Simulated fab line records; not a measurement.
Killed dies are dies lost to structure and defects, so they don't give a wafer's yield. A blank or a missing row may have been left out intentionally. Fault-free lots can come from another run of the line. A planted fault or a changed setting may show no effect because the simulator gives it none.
Struck lot and sound lot, side by side / flow gf180mcu / 14 out of 602 route steps
Sound: wafers L843.2, L843.5, L843.6. Struck: wafers L847.2, L847.5, L847.6. Last of all comes the cause.
At each step with rows: each side's tool, then ch and its chambers, then its first start. Under that, the readings that differ: sound wafers / struck wafers / difference of the means / sigmas: that difference in standard deviations of wafers without a fault.
alike: same words and numbers on both sides, and readings whose means sit less than 2 such deviations apart. not compared: any withheld reading, any reading some wafer has no value for, any bound like >300 that may hide the same value, and any number with overlapping values for which the record gives no deviation.
The two part at a step that has a row with sigmas, a row that says differs or no value, or rows on one side only. When numbers do not overlap yet have no deviation, they are printed without sigmas and do not part them. Lack of a reading on every wafer of one side parts them only where that side has two or more wafers.

GF_CONTACT_CMP_27: polishes, stops on SiO2, t overpolish 15 s, target thk 0 nm.
  sound on cmp-01 ch 0,1,2, day 21 01:32; struck on cmp-01 ch 1,2,3, day 22 07:59
  alike: motor_current_A, overpolish_run_s, time_to_endpoint_s
GF_M1_SPUTTER_00: material Ti, target thk 37.5 nm, time 150 s.
  sound on pvd_sputter-01, day 21 01:44; struck on pvd_sputter-04, day 22 08:08
  alike: throttle_valve_pct
then, 1 step without rows for these wafers: GF_M1_SPUTTER_01 (material TiN, target thk 30 nm, time 25 s).
GF_M1_SPUTTER_02: material AlCu, target thk 450 nm, time 23.9 s.
  sound on pvd_sputter-01, day 21 01:52; struck on pvd_sputter-04, day 22 08:16
  alike: throttle_valve_pct
GF_M1_SPUTTER_03: material Ti, target thk 10 nm, time 6.7 s.
  sound on pvd_sputter-01, day 21 01:53; struck on pvd_sputter-04, day 22 08:17
  alike: throttle_valve_pct
GF_M1_SPUTTER_04: material TiN, target thk 50 nm, time 41.7 s.
  sound on pvd_sputter-01, day 21 01:55; struck on pvd_sputter-04, day 22 08:19
  alike: throttle_valve_pct
GF_M1_RS_MEAS_05: measurement is done with a four-point probe.
  sound on film_metro-04, day 21 01:58; struck on film_metro-02, day 22 08:22
  alike: M1_ALCU_RS
GF_M1_THK_MEAS_06: measures by xrf.
  sound on film_metro-04, day 21 02:05; struck on film_metro-02, day 22 08:29
  alike: M1_ALCU_THK
then, 4 steps without rows for these wafers: GF_M1_DEHYDRATE_07 (time 60 s); GF_M1_HMDS_08 (prime time 60 s); GF_M1_COAT_09 (resist thk 1000 nm); GF_M1_SOFTBAKE_10 (time 60 s).
GF_M1_EXPOSE_11: exposes mask Metal1, target cd 230 nm.
  struck on krf_scanner-02, day 22 20:41; sound on krf_scanner-02 ch 0, day 21 13:45
  no value came back on the struck wafers for exposure_dose_mJ_cm2, focus_offset_nm (nm); on the sound wafers exposure_dose_mJ_cm2 reads 28.00 27.99 27.97
  alike: mask
then, 1 step without rows for these wafers: GF_M1_PEB_12 (peb time 90 s).

== WHERE THEY PART ==
Only at GF_M1_EXPOSE_11, within this record.

WHY: the cause the simulator had injected
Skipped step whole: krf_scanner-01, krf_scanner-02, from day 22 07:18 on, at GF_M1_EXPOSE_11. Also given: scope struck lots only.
